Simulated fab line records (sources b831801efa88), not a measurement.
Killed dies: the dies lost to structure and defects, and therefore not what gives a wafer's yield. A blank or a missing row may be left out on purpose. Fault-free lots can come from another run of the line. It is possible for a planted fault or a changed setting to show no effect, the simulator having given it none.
Which of the tools did it? | flow sky130 | Sampling: 6 lots, 18 wafers, 4 of 708 route steps

WHAT THE GAUGES SHOWED, per wafer
SKY_PASSIVATION_THK_MEAS_01.
lot  | measured     | on           | PASSIVATION_CVD_00_THK (nm)
L295 | day 44 11:37 | filmMetro-04 | 92.1 91.6 91.5
L297 | day 45 04:17 | filmMetro-03 | 90.1 91.0 92.2
L301 | day 46 08:19 | filmMetro-03 | 88.2 88.2 90.4
L305 | day 47 10:20 | filmMetro-03 | 89.1 90.5 91.9
L309 | day 48 06:01 | filmMetro-02 | 88.7 88.7 90.4
L315 | day 49 13:05 | filmMetro-04 | 88.5 90.1 90.6

TOOL THAT RAN EACH LOT (tool first, then ch and the chambers of the sampled wafers, then the start)
lot  | SKY_VIA4_CVD_18              | SKY_VIA4_CMP_21               | SKY_METAL5_DESCUM_14
L295 | cvdW-02 ch 0,1, day 43 11:41 | cmp-01 ch 0,1,2, day 43 12:07 | rieMetal-03 ch 0,1, day 44 10:43
L297 | cvdW-01 ch 0, day 44 04:43   | cmp-01 ch 0,1,2, day 44 05:15 | rieMetal-03 ch 0,1, day 45 03:25
L301 | cvdW-02 ch 0,1, day 45 10:00 | cmp-01 ch 1,2, day 45 10:23   | rieMetal-01 ch 0,1, day 46 07:25
L305 | cvdW-01 ch 1, day 46 11:42   | cmp-02 ch 0,2, day 46 12:05   | rieMetal-03 ch 0,1, day 47 09:25
L309 | cvdW-02 ch 0,1, day 47 08:55 | cmp-01 ch 0,1,2, day 47 09:19 | rieMetal-01 ch 0,1, day 48 05:05
L315 | cvdW-02 ch 0,1, day 48 17:15 | cmp-02 ch 0,3, day 48 17:38   | rieMetal-03 ch 0,1, day 49 11:58
- SKY_VIA4_CVD_18: deposits W, target thk 505 nm, time 152.14 s.
- SKY_VIA4_CMP_21: polishes, stops on SiO2, t overpolish 25 s, target thk 0 nm.
- SKY_METAL5_DESCUM_14: chemistry O2, time 11 s.

THE ANSWER, worked out from the rows above alone
Rule: the usual values come from the lots themselves. Put in order of their means at a reading, lots are off if they are a third of the lots or fewer, leave a main group of 4 or more, and stand apart from it by a gap of 3 or more times the standard deviation of the main group's means; of several such gaps the widest counts. A main group is skipped when, at the precision printed for the reading in the tables above, its means are all equal. A lot without any number at a reading at which 4 lots or more have one is off too. Any other lot the step has rows for is counted as sound.
Nothing can be told from this: no lot is off at any reading shown.

WHAT HAD BEEN PUT IN BY THE SIMULATOR
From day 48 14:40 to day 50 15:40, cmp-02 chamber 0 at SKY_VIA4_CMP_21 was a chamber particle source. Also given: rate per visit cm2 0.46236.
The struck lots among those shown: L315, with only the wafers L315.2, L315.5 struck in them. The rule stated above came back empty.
